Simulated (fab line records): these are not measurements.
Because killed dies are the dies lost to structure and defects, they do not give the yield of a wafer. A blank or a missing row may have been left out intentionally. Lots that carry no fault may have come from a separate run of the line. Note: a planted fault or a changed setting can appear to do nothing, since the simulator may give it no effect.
One fault seen from 2 desks | flow gf180mcu | each desk holds nothing but its own numbers, with what lay behind them at the end

DESK OF THE TOOL OWNER: litho_track-03
The tool's own readings at GF_M5_SOFTBAKE_03 (time 60 s): means of the sampled wafers that have a number, for each lot that ran on this tool. If a lot's mean is further than 4 standard deviations from the usual mean, the lot is out of limits and carries the mark OUT (the distance appears in the brackets).
Columns: A = heater_power_total_W at GF_M5_SOFTBAKE_03, usual 93.05 W; B = run_length_s at GF_M5_SOFTBAKE_03, usual 89.07 s
lot  | first seen here | A               | B
L850 | day 28 11:46    | 94.63 (+28) OUT | 86.16 (-10) OUT
L851 | day 28 17:32    | 94.65 (+29) OUT | 86.26 (-9.7) OUT
L863 | day 32 02:53    | 93.08           | 89.04
L864 | day 32 04:40    | 93.01           | 88.98
This desk's verdict: out of limits on L850, L851, starting with L850 at day 28 11:46 (heater_power_total_W at GF_M5_SOFTBAKE_03). L863, L864: within limits.

AT THE METROLOGY DESK
What the gauges read, lot by lot, whatever tool the lot ran on: means of the sampled wafers that have a number. If a lot's mean is further than 4 standard deviations from the usual mean, the lot is out of limits and carries the mark OUT (the distance appears in the brackets).
Columns: A = V4_W_RS at GF_V4_RS_MEAS_24, usual 0.326 ohm/sq; B = MIM_CVD_05_THK at GF_MIM_THK_MEAS_06, usual 41.9 nm; C = cd_nm at GF_M5_CD_MEAS_07, usual 279.8 nm
lot  | first seen here | A     | B    | C
L842 | day 24 10:52    | 0.332 | 42.0 | 280.4
L843 | day 24 23:55    | 0.324 | 41.3 | 278.1
L850 | day 27 05:19    | 0.325 | 42.4 | 278.0
L851 | day 27 10:22    | 0.327 | 42.6 | 281.3
L854 | day 28 13:43    | 0.324 | 42.1 | 279.3
L855 | day 28 19:16    | 0.324 | 41.3 | 280.7
L857 | day 29 07:40    | 0.330 | 41.4 | 280.3
L858 | day 29 13:55    | 0.326 | 41.9 | 281.1
L859 | day 29 21:56    | 0.323 | 42.1 | 279.4
L860 | day 30 03:09    | 0.321 | 41.4 | 278.8
L862 | day 30 18:04    | 0.326 | 41.9 | 282.1
L863 | day 31 00:52    | 0.324 | 42.2 | 280.1
L864 | day 31 02:05    | 0.327 | 42.0 | 280.2
L865 | day 31 09:37    | 0.325 | 42.0 | 280.1
This desk's finding: nothing out of limits on any of the 14 lots.

BROUGHT TOGETHER
On L850, L851, at day 28 11:46, an alarm was possible from the tool owner's desk.
The metrology desk saw nothing out of limits.
The metrology desk has L850, L851 on record, within its limits.
Of the lots named, all ran GF_M5_SOFTBAKE_03 on litho_track-03.

WHAT THE SIMULATOR PUT IN
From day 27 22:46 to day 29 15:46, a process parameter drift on litho_track-03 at GF_M5_SOFTBAKE_03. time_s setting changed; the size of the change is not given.
Shown lots that were struck: L850, L851.
How many hours passed from the start of the fault until each desk's first out-of-limits reading: the tool owner's desk, 13.
